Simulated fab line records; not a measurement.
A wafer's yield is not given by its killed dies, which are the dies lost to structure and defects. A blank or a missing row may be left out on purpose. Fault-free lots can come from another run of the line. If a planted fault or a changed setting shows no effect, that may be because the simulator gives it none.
fab line records	flow sky130
[record] lots = 6	wafers = 18	lastDay = 50
route steps=708 shown VIA4@648 METAL5@661 PAD_OPEN@708
lots that met no fault: from a run of the same line without faults
startH: start of the lot's first displayed wafer, in hours after the record's first day	waitH: time in hours since the lot's previous step	" as in the row above	L1.1+2: one row covering several wafers at once	- either no value or no given start	* or withheld: withheld	< > ~ a bound
route shown NAME@n: NAME is a module with steps in the file, n the number in the route of the first one	usual: mean/standard deviation of fault-free wafers	same: alike in all rows	chamber/n: place in a boat	sites: readings site by site	_std_site: how widely they spread, as a standard deviation	_edge_site: inner sites' mean taken away from outer sites' mean	radiusMm: for every site, how far away it sits from the centre of the wafer	mask NAME#n: copy n	behind: the most recent tool/chamber to have shaped the wafer	hold: why the lot went on hold/how many hours it stayed there/how the hold came to an end	device: which transistor (n, p or np) failed to switch	end of line: the same wafers' tests at the end of the route	where a step has no rows: the recipe by itself	killed: count of dies lost to structure and defects at first sort (not the wafer's yield)	map: shows each die of a wafer: x if killed, . if not, _ if none is there
set.NAME: the setting as run; set.NAME@STEP: as run at that earlier step	model.NAME: the simulator's own value behind a step, which no gauge read
a table for each step, a row for each wafer; lots at some steps of the route
services: when a tool's chamber went out of use (startH, in hours from the record's first day, below 0 if earlier), for how many hours, and the reason
[[steps]]
[step SKY_VIA4_PEB_09]
[recipe] tempC = withheld	timeS = *	resist = NOVOLAK
[step SKY_VIA4_DEVELOP_10]
[recipe] resist = NOVOLAK	developer = TMAH	developTimeS = 60	devTempC = 23
[step SKY_VIA4_OVL_MEAS_11]
[usual] VIA4_OVL = 0.3/1.1
lot.wafer	tool	chamber	startH	waitH	VIA4_OVL[nm]
L632.1	overlay-01	-	1050.89	0.1	-2.0
L632.3	"	-	"	"	0.7
L632.5	"	-	"	"	-1.5
L634.1	overlay-02	-	1067.79	0.1	-0.3
L634.2	"	-	"	"	-1.3
L634.3	"	-	"	"	0.2
L639.1	overlay-01	-	1089.49	0.1	1.9
L639.2	"	-	"	"	-0.3
L639.6	"	-	"	"	2.3
L643.3	overlay-02	-	1115.56	0.1	1.1
L643.4	"	-	"	"	2.6
L643.6	"	-	"	"	1.7
L646.1	overlay-02	-	1132.19	0.1	1.0
L646.4	"	-	"	"	0.2
L646.5	"	-	"	"	-0.4
L648.2	overlay-02	-	1140.49	0.1	-1.0
L648.3	"	-	"	"	0.3
L648.5	"	-	"	"	-1.0
[step SKY_VIA4_ETCH_12]
[recipe] target = SiO2	chemistry = C4F8/O2/Ar	stopOn = TiN	maskMaterial = NOVOLAK	sourceW = 1500	biasW = 1200	pressureMtorr = 40	c4f8FlowSccm = withheld	O2_flow_sccm = 6	Ar_flow_sccm = 300	timeS = withheld	targetDepthA = 5800
[usual] oesProductAu = 0.926/0.0052
lot.wafer	tool	chamber	startH	waitH	oesProductAu
L632.1	rieDiel-04	2	1050.92	0.0	0.931
L632.3	"	0	"	"	0.926
L632.5	"	2	"	"	0.925
L634.1	rieDiel-02	3	1067.83	0.0	0.925
L634.2	"	0	"	"	0.929
L634.3	"	2	"	"	0.931
L639.1	rieDiel-02	2	1089.53	0.0	0.920
L639.2	"	1	"	"	0.923
L639.6	"	0	"	"	0.916
L643.3	rieDiel-02	0	1115.58	0.0	0.928
L643.4	"	3	"	"	0.929
L643.6	"	2	"	"	0.917
L646.1	rieDiel-01	3	1132.23	0.0	0.930
L646.4	"	2	"	"	0.918
L646.5	"	3	"	"	0.925
L648.2	rieDiel-02	3	1140.52	0.0	0.918
L648.3	"	1	"	"	0.919
L648.5	"	3	"	"	0.929
[step SKY_VIA4_STRIP_13]
[recipe] chemistry = O2/N2	powerW = 1400	pressureMtorr = 1500	platenTempC = withheld	o2FlowSccm = 3000	n2FlowSccm = 300	overashFraction = 0.5
[step SKY_VIA4_STRIP_14]
[recipe] chemistry = postEtchResidueRemover	timeS = 1200	tempC = 72.5
[step SKY_VIA4_CLEAN_15]
[recipe] chemistry = IPA	timeS = 180	tempC = 25
[step SKY_VIA4_CLEAN_16]
[recipe] chemistry = O3/DIW	dry = n2Spin
[step SKY_VIA4_SPUTTER_17]
[recipe] material = TiN	targetThkNm = 20	chamberPressurePa = 5	powerW = 4000	timeS = 80
[step SKY_VIA4_CVD_18]
[recipe] material = W	targetThkNm = 505	timeS = 152.14	tempC = 400	pressureTorr = 40
[step SKY_VIA4_RS_MEAS_19]
[recipe] thkMeasGauge = four-point-probe	reads = W_of_VIA4_CVD_18+TiN_of_VIA4_SPUTTER_17
[usual] VIA4_W_RS = 0.226/0.004
lot.wafer	tool	chamber	startH	waitH	VIA4_W_RS[ohm/sq]
L632.1	filmMetro-02	-	1051.84	0.1	0.225
L632.3	"	-	"	"	0.217
L632.5	"	-	"	"	0.215
L634.1	filmMetro-02	-	1068.81	0.1	0.229
L634.2	"	-	"	"	0.221
L634.3	"	-	"	"	0.227
L639.1	filmMetro-01	-	1090.64	0.3	0.230
L639.2	"	-	"	"	0.228
L639.6	"	-	"	"	0.227
L643.3	filmMetro-04	-	1117.00	0.1	0.231
L643.4	"	-	"	"	0.224
L643.6	"	-	"	"	0.222
L646.1	filmMetro-04	-	1134.81	0.1	0.226
L646.4	"	-	"	"	0.228
L646.5	"	-	"	"	0.224
L648.2	filmMetro-02	-	1142.59	0.1	0.230
L648.3	"	-	"	"	0.223
L648.5	"	-	"	"	0.222
[step SKY_VIA4_THK_MEAS_20]
[recipe] thkMeasGauge = xrf	reads = W_of_VIA4_CVD_18
[usual] VIA4_W_THK = 507/9.9
lot.wafer	tool	chamber	startH	waitH	VIA4_W_THK[nm]
L632.1	filmMetro-02	-	1051.96	0.1	508
L632.3	"	-	"	"	528
L632.5	"	-	"	"	532
L634.1	filmMetro-02	-	1068.93	0.1	501
L634.2	"	-	"	"	517
L634.3	"	-	"	"	503
L639.1	filmMetro-01	-	1090.76	0.1	491
L639.2	"	-	"	"	497
L639.6	"	-	"	"	501
L643.3	filmMetro-04	-	1117.10	0.1	493
L643.4	"	-	"	"	506
L643.6	"	-	"	"	511
L646.1	filmMetro-04	-	1134.93	0.1	502
L646.4	"	-	"	"	498
L646.5	"	-	"	"	506
L648.2	filmMetro-02	-	1142.70	0.1	498
L648.3	"	-	"	"	513
L648.5	"	-	"	"	519
[step SKY_VIA4_CMP_21]
[recipe] stopOn = SiO2	tOverpolishS = 25	downForcePsi = 3.5	platenRpm = 60	targetThkNm = 0	padVelocityMS = 0.94248
[usual] motorCurrentA = 11.2/1.1	overpolishRunS = 25.000/0.0097	timeToEndpointS = 123/4
lot.wafer	tool	chamber	startH	waitH	motorCurrentA	overpolishRunS	timeToEndpointS	model.SiO2_of_VIA4_HDPCVD_00.thkNm
L632.1	cmp-02	0	1052.86	0.9	12.1	25.008	125	573.8
L632.3	"	1	"	"	12.9	25.005	71	570.7
L632.5	"	3	"	"	10.1	24.994	125	574.3
L634.2	cmp-02	0	1068.99	0.0	11.7	25.006	122	574.2
L634.3	"	1	"	"	12.3	25.007	65	570.6
L634.1	"	2	"	"	12.5	24.983	112	575.2
L639.2	cmp-01	0	1090.82	0.0	9.5	25.009	121	572.7
L639.1	"	1	"	"	10.8	25.014	117	572.9
L639.6	"	1	"	"	11.5	24.997	121	573.3
L643.4	cmp-01	3	1117.16	0.0	10.7	24.996	121	575.3
L643.3	"	0	"	"	10.3	24.999	122	575.3
L643.6	"	3	"	"	10.2	24.993	124	575.1
L646.4	cmp-02	0	1135.04	0.1	12.1	25.009	125	574.1
L646.1	"	1	"	"	11.8	24.992	124	575.4
L646.5	"	0	"	"	11.8	24.991	130	574.2
L648.3	cmp-02	0	1142.85	0.1	11.6	25.006	136	572.5
L648.2	"	1	"	"	12.7	25.008	121	575.2
L648.5	"	2	"	"	12.5	24.995	126	573.2
[step SKY_METAL5_SPUTTER_00]
[recipe] material = Ti	targetThkNm = 15	powerW = 3000	timeS = 10	chamberPressurePa = 0.4
[step SKY_METAL5_SPUTTER_01]
[recipe] material = TiN	targetThkNm = 20	powerW = 6500	timeS = 16.7	chamberPressurePa = 0.4
[usual] chamberPressurePa = 0.4001/0.00079	throttleValvePct = 30.2/1.4
lot.wafer	tool	chamber	startH	waitH	chamberPressurePa	throttleValvePct
L632.1	pvdSputter-03	-	1053.09	0.0	0.4007	27.1
L632.3	"	-	"	"	0.4015	29.2
L632.5	"	-	"	"	0.3998	27.3
L634.1	pvdSputter-04	-	1069.31	0.0	0.3996	30.5
L634.2	"	-	"	"	0.3997	28.5
L634.3	"	-	"	"	0.3995	30.2
L639.1	pvdSputter-03	-	1091.15	0.0	0.3994	31.6
L639.2	"	-	"	"	0.3996	27.5
L639.6	"	-	"	"	0.3998	31.4
L643.3	pvdSputter-04	-	1117.48	0.0	0.4012	32.1
L643.4	"	-	"	"	0.4005	29.8
L643.6	"	-	"	"	0.4006	30.4
L646.1	pvdSputter-03	-	1135.31	0.0	0.3999	30.9
L646.4	"	-	"	"	0.3997	29.4
L646.5	"	-	"	"	0.4002	30.9
L648.2	pvdSputter-03	-	1143.07	0.0	0.4008	29.3
L648.3	"	-	"	"	0.3995	31.7
L648.5	"	-	"	"	0.3999	27.1
[step SKY_METAL5_SPUTTER_02]
[recipe] material = AlCu	targetThkNm = 1150	powerW = 10600	timeS = 61.2	chamberPressurePa = 0.4
[usual] chamberPressurePa = 0.3999/0.00077	throttleValvePct = 30.2/1.4
lot.wafer	tool	chamber	startH	waitH	chamberPressurePa	throttleValvePct
L632.1	pvdSputter-03	-	1053.11	0.0	0.4000	27.3
L632.3	"	-	"	"	0.4005	29.2
L632.5	"	-	"	"	0.4003	27.2
L634.1	pvdSputter-04	-	1069.34	0.0	0.4014	30.6
L634.2	"	-	"	"	0.4003	28.7
L634.3	"	-	"	"	0.4020	29.8
L639.1	pvdSputter-03	-	1091.18	0.0	0.4002	31.6
L639.2	"	-	"	"	0.4002	27.1
L639.6	"	-	"	"	0.4003	31.7
L643.3	pvdSputter-04	-	1117.51	0.0	0.4001	32.4
L643.4	"	-	"	"	0.4006	29.7
L643.6	"	-	"	"	0.4008	30.7
L646.1	pvdSputter-03	-	1135.33	0.0	0.3996	31.1
L646.4	"	-	"	"	0.4002	29.3
L646.5	"	-	"	"	0.3992	30.9
L648.2	pvdSputter-03	-	1143.10	0.0	0.3995	29.1
L648.3	"	-	"	"	0.3997	31.7
L648.5	"	-	"	"	0.3996	27.4
[step SKY_METAL5_SPUTTER_03]
[recipe] material = Ti	targetThkNm = 5	powerW = 3000	timeS = 3.3	chamberPressurePa = 0.4
[step SKY_METAL5_SPUTTER_04]
[recipe] material = TiN	targetThkNm = 70	powerW = 6500	timeS = 58.3	chamberPressurePa = 0.4
[step SKY_METAL5_RS_MEAS_05]
[recipe] thkMeasGauge = four-point-probe	reads = TiN_of_METAL5_SPUTTER_04+Ti_of_METAL5_SPUTTER_03+AlCu_of_METAL5_SPUTTER_02+TiN_of_METAL5_SPUTTER_01+Ti_of_METAL5_SPUTTER_00
[usual] METAL5_ALCU_RS = 0.0271/0.00033
lot.wafer	tool	chamber	startH	waitH	METAL5_ALCU_RS[ohm/sq]
L632.1	filmMetro-01	-	1053.23	0.0	0.0268
L632.3	"	-	"	"	0.0265
L632.5	"	-	"	"	0.0267
L634.1	filmMetro-03	-	1069.45	0.0	0.0272
L634.2	"	-	"	"	0.0275
L634.3	"	-	"	"	0.0270
L639.1	filmMetro-03	-	1091.31	0.0	0.0269
L639.2	"	-	"	"	0.0268
L639.6	"	-	"	"	0.0269
L643.3	filmMetro-01	-	1117.66	0.1	0.0278
L643.4	"	-	"	"	0.0275
L643.6	"	-	"	"	0.0273
L646.1	filmMetro-02	-	1135.45	0.0	0.0272
L646.4	"	-	"	"	0.0269
L646.5	"	-	"	"	0.0273
L648.2	filmMetro-02	-	1143.24	0.0	0.0270
L648.3	"	-	"	"	0.0276
L648.5	"	-	"	"	0.0274
[step SKY_METAL5_THK_MEAS_06]
[recipe] thkMeasGauge = xrf	reads = AlCu_of_METAL5_SPUTTER_02
[usual] METAL5_ALCU_THK = 1151/14
lot.wafer	tool	chamber	startH	waitH	METAL5_ALCU_THK[nm]
L632.1	filmMetro-01	-	1053.35	0.1	1165
L632.3	"	-	"	"	1171
L632.5	"	-	"	"	1161
L634.1	filmMetro-03	-	1069.57	0.1	1144
L634.2	"	-	"	"	1139
L634.3	"	-	"	"	1153
L639.1	filmMetro-03	-	1091.43	0.1	1150
L639.2	"	-	"	"	1152
L639.6	"	-	"	"	1153
L643.3	filmMetro-01	-	1117.76	0.1	1118
L643.4	"	-	"	"	1135
L643.6	"	-	"	"	1139
L646.1	filmMetro-02	-	1135.57	0.1	1157
L646.4	"	-	"	"	1170
L646.5	"	-	"	"	1155
L648.2	filmMetro-02	-	1143.35	0.1	1163
L648.3	"	-	"	"	1140
L648.5	"	-	"	"	1146
[step SKY_METAL5_DEHYDRATE_07]
[recipe] tempC = 200	timeS = 60
[step SKY_METAL5_HMDS_08]
[recipe] primeTimeS = 60	primeTempC = 120
[step SKY_METAL5_COAT_09]
[recipe] resist = NOVOLAK	spinRpm = 3000	resistThkNm = 1800
[step SKY_METAL5_SOFTBAKE_10]
[recipe] tempC = 90	timeS = 60	resist = NOVOLAK
[step SKY_METAL5_EXPOSE_11]
[recipe] maskId = MM5	na = 0.6	sourceShape = conventional	sigmaOuter = 0.6	polarization = unpolarized	targetCdNm = 1600	doseMj = 190
[step SKY_METAL5_PEB_12]
[recipe] tempC = withheld	timeS = *	resist = NOVOLAK
[step SKY_METAL5_DEVELOP_13]
[recipe] resist = NOVOLAK	developer = TMAH	developTimeS = 60	devTempC = 23
[step SKY_METAL5_DESCUM_14]
[recipe] chemistry = O2	sourcePowerW = 150	biasPowerW = 0	pressureMtorr = 10	tempC = 40	timeS = 11
[usual] drypumpMotorCurrentA = 5.8/0.34	oesProductAu = 0.999/0.0072
lot.wafer	tool	chamber	startH	waitH	drypumpMotorCurrentA	oesProductAu	rfHoursCounterH
L632.1	rieMetal-03	1	1074.39	0.1	6.1	1.000	17
L632.3	"	0	"	"	5.8	1.008	-
L632.5	"	0	"	"	5.7	1.013	-
L634.1	rieMetal-01	0	1090.47	0.1	6.3	0.990	19
L634.2	"	1	"	"	5.5	0.990	18
L634.3	"	0	"	"	6.3	0.995	-
L639.1	rieMetal-03	1	1111.39	0.1	6.2	1.002	20
L639.2	"	0	"	"	5.8	1.003	18
L639.6	"	0	"	"	5.8	1.004	-
L643.3	rieMetal-04	1	1137.11	0.1	5.3	0.992	-
L643.4	"	0	"	"	5.7	0.997	-
L643.6	"	1	"	"	5.4	0.983	-
L646.1	rieMetal-03	0	1152.69	0.1	5.8	1.006	22
L646.4	"	1	"	"	6.1	1.004	-
L646.5	"	0	"	"	5.7	1.009	-
L648.2	rieMetal-03	1	1160.44	0.1	6.2	0.985	24
L648.3	"	1	"	"	6.2	1.002	-
L648.5	"	1	"	"	6.2	0.990	-
[step SKY_METAL5_METAL_ETCH_15]
[recipe] targetDepthA = 12600	stopOn = SiO2	overEtchFrac = 0.2	timeS = 252	chemistry = Cl2/BCl3	resistSidewallDeg = 86	pressureMtorr = 10	icpW = 900	biasW = 48.5	Cl2_flow_sccm = 60	bcl3FlowSccm = 30
[usual] drypumpMotorCurrentA = 5.8/0.34	mfcCl2Sccm = 60.02/0.17	oesProductAu = 0.894/0.0049	throttleValvePct = 22.264/0.0094
lot.wafer	tool	chamber	startH	waitH	drypumpMotorCurrentA	mfcCl2Sccm	oesProductAu	rfHoursCounterH	throttleValvePct	model.SiO2_of_VIA4_HDPCVD_00.thkNm
L632.1	rieMetal-03	1	1074.43	0.0	6.2	59.87	0.886	17	22.271	548.8
L632.3	"	0	"	"	5.7	60.10	0.901	-	22.272	545.2
L632.5	"	0	"	"	5.8	59.98	0.890	-	22.262	548.8
L634.1	rieMetal-01	0	1090.51	0.0	6.3	59.93	0.894	19	22.265	549.8
L634.2	"	1	"	"	5.5	60.22	0.895	18	22.277	549.2
L634.3	"	0	"	"	6.3	60.21	0.900	-	22.271	545.2
L639.1	rieMetal-03	1	1111.43	0.0	6.2	60.07	0.893	20	22.247	547.9
L639.2	"	0	"	"	5.7	59.88	0.891	18	22.262	547.2
L639.6	"	0	"	"	5.7	60.14	0.889	-	22.264	548
L643.3	rieMetal-04	1	1137.24	0.1	5.4	59.77	0.888	-	22.269	550.4
L643.4	"	0	"	"	5.7	59.91	0.898	-	22.281	550.3
L643.6	"	1	"	"	5.4	60.02	0.895	-	22.253	550.2
L646.1	rieMetal-03	0	1152.73	0.0	5.8	59.86	0.885	22	22.244	550.2
L646.4	"	1	"	"	6.2	60.15	0.896	-	22.277	549.1
L646.5	"	0	"	"	5.7	59.90	0.901	-	22.275	548.6
L648.2	rieMetal-03	1	1160.48	0.0	6.1	60.05	0.885	24	22.264	550.1
L648.3	"	1	"	"	6.2	60.12	0.883	-	22.273	547.7
L648.5	"	1	"	"	6.2	60.09	0.896	-	22.257	548.4
[step SKY_METAL5_STRIP_16]
[recipe] chemistry = O2/N2	powerW = 1400	pressureMtorr = 1500	platenTempC = withheld	o2FlowSccm = 3000	n2FlowSccm = 300	overashFraction = 0.5
[usual] drypumpMotorCurrentA = 5.6/0.42	oesProductAu = 0.710/0.0049	stripTimeToEndpointS = 13.08/0.11
lot.wafer	tool	chamber	startH	waitH	drypumpMotorCurrentA	oesProductAu	rfHoursCounterH	stripTimeToEndpointS
L632.1	plasmaAsher-04	0	1074.66	0.2	5.6	0.716	98	13.13
L632.3	"	1	"	"	5.5	0.707	-	12.89
L632.5	"	1	"	"	5.5	0.712	-	12.94
L634.1	plasmaAsher-03	0	1090.74	0.2	5.5	0.704	3	12.99
L634.2	"	1	"	"	6.4	0.714	3	13.10
L634.3	"	0	"	"	5.5	0.707	-	12.98
L639.1	plasmaAsher-04	0	1111.66	0.2	5.6	0.710	101	13.23
L639.2	"	1	"	"	5.6	0.710	101	12.99
L639.6	"	1	"	"	5.6	0.707	-	13.07
L643.3	plasmaAsher-04	1	1137.49	0.1	5.5	0.706	-	13.06
L643.4	"	0	"	"	5.6	0.707	-	13.12
L643.6	"	0	"	"	5.6	0.707	-	13.15
L646.1	plasmaAsher-04	1	1152.96	0.2	5.5	0.718	105	13.14
L646.4	"	1	"	"	5.5	0.708	-	13.10
L646.5	"	1	"	"	5.5	0.705	-	12.95
L648.2	plasmaAsher-03	0	1160.71	0.2	5.5	0.714	9	13.19
L648.3	"	0	"	"	5.5	0.710	-	13.23
L648.5	"	1	"	"	6.4	0.713	-	13.28
[step SKY_PAD_OPEN_PROBE_99]
[usual] defectLimitedYield = 82.1/2	killed_at_M0_to_M3 = 44/7.8	killed_at_M4_up = 3.1/1.7	killedAtContacts = 25/5.1	killedAtFrontEnd = 15/4.4	killedAtOther = 0.5/0.68	killedDies = 88/9.9	killedOpen = 48/6.9	killedShort = 39/6.5	sort_bin_3_pad_short = 0.8/0.42	sort_bin_5_function = 10.6/1.5	sort_bin_6_memory = 6.5/1.2	sortNPass = 404/9.9	sortYieldPct = 82.1/2
[same] grossDies = 492	killedAtBackSide = 0	sort_bin_4_leakage[%] = 0	sort_bin_8_speed[%] = 0
lot.wafer	tool	chamber	startH	waitH	defectLimitedYield[%]	killed_at_M0_to_M3	killed_at_M4_up	killedAtContacts	killedAtFrontEnd	killedAtOther	killedDies	killedOpen	killedShort	sort_bin_3_pad_short[%]	sort_bin_5_function[%]	sort_bin_6_memory[%]	sortNPass	sortYieldPct[%]
L632.1	prober-01	-	1118.96	0.1	83.3	52	3	22	5	0	82	43	39	0.6	9.3	6.7	410	83.3
L632.3	prober-01	-	1119.06	0.2	79.5	50	2	30	19	0	101	51	50	1.2	11.8	7.5	391	79.5
L632.5	prober-01	-	1119.16	0.2	81.5	58	6	13	14	0	91	51	40	0.8	10.6	7.1	401	81.5
L648.2	prober-02	-	1196.07	0.1	83.3	42	5	22	12	1	82	48	34	0.2	9.1	7.3	410	83.3
L648.3	prober-02	-	1196.12	0.2	82.9	45	3	16	20	0	84	44	39	0.8	9.3	6.9	408	82.9
L648.5	prober-02	-	1196.22	0.2	81.1	45	10	24	13	1	93	48	44	1.4	8.7	8.7	399	81.1
// killed by level:class
L632.1 VIA1:geometricParticle:short=10 METAL1:geometricParticle:short=10 LI_CONTACT:geometricParticle:open=8 VIA1:geometricParticle:open=8 VIA3:geometricParticle:open=8 VIA2:geometricParticle:open=7 CONTACT:geometricParticle:short=5 CONTACT:geometricParticle:open=4
L632.3 VIA1:geometricParticle:open=11 LI_CONTACT:geometricParticle:open=10 CONTACT:geometricParticle:short=8 METAL2:geometricParticle:short=8 FIELD_ISO:geometricParticle:short=6 CONTACT:geometricParticle:open=6 METAL1:geometricParticle:short=6 VIA3:geometricParticle:open=6
L632.5 VIA1:geometricParticle:open=14 METAL1:geometricParticle:short=8 CONTACT:geometricParticle:open=7 VIA3:geometricParticle:open=7 VIA2:geometricParticle:open=6 VIA1:geometricParticle:short=5 VIA3:geometricParticle:short=5 FIELD_ISO:geometricParticle:short=3
L648.2 VIA1:geometricParticle:open=10 VIA2:geometricParticle:open=10 LI_CONTACT:geometricParticle:open=8 CONTACT:geometricParticle:open=7 VIA3:geometricParticle:open=5 VIA1:geometricParticle:short=5 FIELD_ISO:geometricParticle:open=4 POLY_GATE:geometricParticle:short=4
L648.3 VIA1:geometricParticle:short=8 VIA2:geometricParticle:open=7 VIA1:geometricParticle:open=7 METAL2:geometricParticle:short=7 FIELD_ISO:geometricParticle:short=5 POLY_GATE:geometricParticle:open=5 LI_CONTACT:geometricParticle:open=5 CONTACT:geometricParticle:open=5
L648.5 VIA1:geometricParticle:open=11 METAL2:geometricParticle:short=8 METAL4:geometricParticle:short=8 CONTACT:geometricParticle:short=7 CONTACT:geometricParticle:open=7 VIA3:geometricParticle:open=7 VIA2:geometricParticle:open=6 LI_CONTACT:geometricParticle:open=5
[[services]]
tool	chamber	startH	hours	kind
plasmaAsher-03	-	1029.72	0.8	repair
rieDiel-01	2	1031.87	7.1	repair
cmp-01	-	1045.47	1.6	repair
rieMetal-01	-	1050.62	2.8	pm
cmp-01	-	1054.27	0.3	repair
plasmaAsher-03	-	1055.25	9.0	pm
cmp-02	-	1055.90	1.3	repair
rieDiel-01	0	1060.01	3.4	repair
pvdSputter-03	1	1062.53	-	consumableReplace:kit
cmp-02	-	1070.33	0.8	repair
cmp-01	-	1084.00	4.0	pm
rieMetal-03	-	1088.90	0.5	repair
plasmaAsher-04	-	1095.76	1.4	repair
cmp-01	-	1109.85	2.1	repair
plasmaAsher-04	-	1116.10	4.3	repair
cmp-01	-	1120.11	1.0	repair
rieMetal-01	0	1122.71	5.1	repair
cmp-01	-	1123.06	0.8	repair
cmp-02	-	1131.14	1.7	repair
rieDiel-02	0	1131.70	22.4	repair
pvdSputter-04	-	1145.49	1.1	repair
rieMetal-04	1	1149.43	22.1	repair
rieMetal-04	-	1152.06	1.4	pm
cmp-02	-	1160.19	3.7	pm
[[key]]
[firstSign] step = SKY_VIA4_CMP_21	reading = timeToEndpointS	direction = down	sigmas = 14	usual = *	struck = *
effect none on later readings
[modelEffect] step = SKY_VIA4_CMP_21	value = SiO2_of_VIA4_HDPCVD_00.thkNm	without = 575	struck = 570.6
[modelEffect] step = SKY_METAL5_METAL_ETCH_15	value = SiO2_of_VIA4_HDPCVD_00.thkNm	without = 549.6	struck = 545.2
metAt SKY_VIA4_CMP_21
struckWafers L632.3,L634.3
[fault] kind = processParameterDrift	tool = cmp-02	chamber = 1	onsetH = 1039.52	steps = SKY_VIA4_CMP_21	channel = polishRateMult	offset = 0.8	shape = step	endH = 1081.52
